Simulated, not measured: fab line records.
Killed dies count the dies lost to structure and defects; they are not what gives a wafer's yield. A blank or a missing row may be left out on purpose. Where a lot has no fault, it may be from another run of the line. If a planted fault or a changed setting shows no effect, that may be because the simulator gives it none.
One fault seen from 2 desks || flow sky130 || every desk sees just its own numbers, and what lay behind them comes last

## AT THE METROLOGY DESK
What the gauges read for every lot (on any tool): the sampled wafers with a number, averaged. Any lot whose mean is over 4 standard deviations away from the usual mean is out of limits and marked OUT; that distance is given in the brackets.
Columns: A = LDD_HVP_OVL at SKY_LDD_HVP_OVL_MEAS_07, usual 1.8 nm; B = SD_P_OVL at SKY_SD_P_OVL_MEAS_08, usual 0.0 nm; C = LI_CONTACT_HDPCVD_THK at SKY_LI_CONTACT_THK_MEAS_01, usual 924 nm
{"lot": "L596", "first seen here": "day 21 21:01", "A": 1.3, "B": -0.3, "C": 924}
{"lot": "L597", "first seen here": "day 22 16:56", "A": 3.4, "B": -0.0, "C": 930}
{"lot": "L601", "first seen here": "day 24 06:08", "A": 2.9, "B": 0.5, "C": 925}
{"lot": "L603", "first seen here": "day 24 16:54", "A": 3.0, "B": -2.2, "C": "703 (-20) OUT"}
{"lot": "L607", "first seen here": "day 26 01:22", "A": 3.1, "B": 0.8, "C": "688 (-21) OUT"}
{"lot": "L609", "first seen here": "day 26 19:04", "A": -0.1, "B": -0.8, "C": 934}
{"lot": "L611", "first seen here": "day 27 07:32", "A": -0.6, "B": 1.4, "C": 922}
{"lot": "L613", "first seen here": "day 28 01:53", "A": 0.6, "B": -0.1, "C": 918}
{"lot": "L616", "first seen here": "day 28 19:38", "A": 2.1, "B": 0.4, "C": 922}
{"lot": "L617", "first seen here": "day 29 19:39", "A": 3.4, "B": -0.2, "C": 929}
{"lot": "L618", "first seen here": "day 29 22:04", "A": 2.5, "B": 0.6, "C": 919}
This desk's finding: out of limits on L603, L607; first on L603, day 30 19:53 (LI_CONTACT_HDPCVD_THK at SKY_LI_CONTACT_THK_MEAS_01). In limits: L596, L597, L601, L609, L611, L613, L616, L617, L618.

## AT THE TOOL OWNER'S DESK: hdpcvd-01
The tool's own readings at SKY_LI_CONTACT_HDPCVD_00 (deposits PSG, target thk 930 nm, time 155 s): means of the sampled wafers that have a number, for each lot that ran on this tool. Any lot whose mean is over 4 standard deviations away from the usual mean is out of limits and marked OUT; that distance is given in the brackets.
Columns: A = run_length_s at SKY_LI_CONTACT_HDPCVD_00, usual 182.9 s
{"lot": "L603", "first seen here": "day 30 19:46", "A": "146.8 (-86) OUT"}
{"lot": "L607", "first seen here": "day 32 02:05", "A": "146.9 (-86) OUT"}
{"lot": "L616", "first seen here": "day 34 16:56", "A": 183.0}
{"lot": "L617", "first seen here": "day 35 16:25", "A": 183.0}
{"lot": "L618", "first seen here": "day 35 17:19", "A": 183.6}
Finding of this desk: L603, L607 out of limits; the first was L603 at day 30 19:46, on run_length_s at SKY_LI_CONTACT_HDPCVD_00. In limits: L616, L617, L618.

## BROUGHT TOGETHER
At day 30 19:46, on L603, L607, the tool owner's desk was in a position to raise an alarm.
The metrology desk could have raised an alarm at day 30 19:53, on L603, L607.
The lots listed all ran SKY_LI_CONTACT_HDPCVD_00 on hdpcvd-01.

## WHAT THE SIMULATOR HAD PUT IN
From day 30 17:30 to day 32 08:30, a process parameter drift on hdpcvd-01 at SKY_LI_CONTACT_HDPCVD_00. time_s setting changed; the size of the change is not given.
Shown lots that were struck: L603, L607.
Time in hours from fault onset to the first out-of-limits reading at each desk: tool owner's desk 2, metrology desk 2.
